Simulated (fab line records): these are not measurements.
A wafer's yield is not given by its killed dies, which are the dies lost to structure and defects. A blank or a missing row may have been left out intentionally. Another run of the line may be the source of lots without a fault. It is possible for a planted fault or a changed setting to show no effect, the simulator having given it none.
Which tool was responsible? -- flow sky130 -- 33 wafers from 11 lots sampled at 4 of the route's 708 steps

WHAT EACH GAUGE READ, for each wafer
SKY_GATE_OXIDE_THK_MEAS_02.
lot,measured,on,GATE_OXIDE_OXIDATION_00_THK (nm)
L797,day 12 11:44,filmMetro-02,10.05 10.10 9.92
L798,day 13 16:12,filmMetro-01,9.94 10.05 10.08
L799,day 13 16:12,filmMetro-02,9.99 10.27 10.24
L802,day 14 11:35,filmMetro-01,10.32 10.36 10.29
L805,day 15 13:35,filmMetro-02,9.99 10.10 10.08
L806,day 15 23:42,filmMetro-01,10.25 10.27 10.08
L807,day 16 06:39,filmMetro-02,10.31 10.33 10.31
L813,day 18 11:05,filmMetro-02,10.10 10.16 10.02
L817,day 20 07:44,filmMetro-04,10.58 10.61 10.61
L819,day 20 17:19,filmMetro-02,10.03 10.15 10.10
L820,day 20 18:53,filmMetro-02,10.41 10.57 10.39

WHAT TOOL EACH LOT RAN ON (gives the tool, then ch and the chambers of the sampled wafers, and finally the start)
lot,SKY_VT_ADJUST_LVTN_COAT_13,SKY_VT_ADJUST_LVTN_STRIP_20,SKY_SONOS_ONO_ETCH_15
L797,"lithoTrack-04 ch 0, day 7 03:39","plasmaAsher-02 ch 0, day 7 14:22","rieDiel-03 ch 0,2, day 12 09:59"
L798,"lithoTrack-02 ch 0, day 8 00:31","plasmaAsher-04 ch 0,1, day 8 11:35","rieDiel-02 ch 0,3, day 13 11:49"
L799,"lithoTrack-01 ch 0, day 8 00:53","plasmaAsher-04 ch 0,1, day 8 11:53","rieDiel-04 ch 0,1,3, day 13 12:02"
L802,"lithoTrack-01 ch 0, day 8 11:26","plasmaAsher-04 ch 0,1, day 8 21:35","rieDiel-04 ch 0,1,3, day 14 08:40"
L805,"lithoTrack-04 ch 0, day 9 11:18","plasmaAsher-04 ch 0,1, day 9 21:49","rieDiel-02 ch 0,2,3, day 15 10:44"
L806,"lithoTrack-04 ch 0, day 9 23:24","plasmaAsher-02 ch 0,1, day 10 10:55","rieDiel-03 ch 0,2, day 15 21:58"
L807,"lithoTrack-04 ch 0, day 10 03:49","plasmaAsher-04 ch 0,1, day 10 14:31","rieDiel-03 ch 0,2, day 16 02:14"
L813,"lithoTrack-02 ch 0, day 12 00:43","plasmaAsher-01 ch 0,1, day 12 12:40","rieDiel-04 ch 0,1, day 18 07:58"
L817,"lithoTrack-02 ch 0, day 13 11:58","plasmaAsher-02 ch 0,1, day 14 01:11","rieDiel-03 ch 2,3, day 20 05:35"
L819,"lithoTrack-02 ch 0, day 13 21:08","plasmaAsher-02 ch 0,1, day 14 10:34","rieDiel-02 ch 1,2, day 20 15:35"
L820,"lithoTrack-04 ch 0, day 13 21:48","plasmaAsher-01 ch 0,1, day 14 11:52","rieDiel-03 ch 0,2,3, day 20 17:10"
- SKY_VT_ADJUST_LVTN_COAT_13: resist thk 1140 nm.
- SKY_VT_ADJUST_LVTN_STRIP_20: strips in O2/N2.
- SKY_SONOS_ONO_ETCH_15: etches the open film in CHF3/O2, target depth 19.52 nm, time 7.8 s.

THE ANSWER, worked out from the rows above alone
Rule: usual is defined by the lots themselves. The widest of any qualifying gaps counts: lots, ordered by their means at a reading, are off when they make up no more than a third of the lots, leave a main group of 4 or more, and stand apart from it by 3 or more times the standard deviation of that group's means. A main group is skipped when, at the precision printed for the reading in the tables above, its means are all equal. A lot without any number at a reading at which 4 lots or more have one is off too. The other lots that the step has rows for count as sound.
No lot is off on any of the readings shown, so nothing can be concluded from this.

WHAT WAS PUT IN BY THE SIMULATOR
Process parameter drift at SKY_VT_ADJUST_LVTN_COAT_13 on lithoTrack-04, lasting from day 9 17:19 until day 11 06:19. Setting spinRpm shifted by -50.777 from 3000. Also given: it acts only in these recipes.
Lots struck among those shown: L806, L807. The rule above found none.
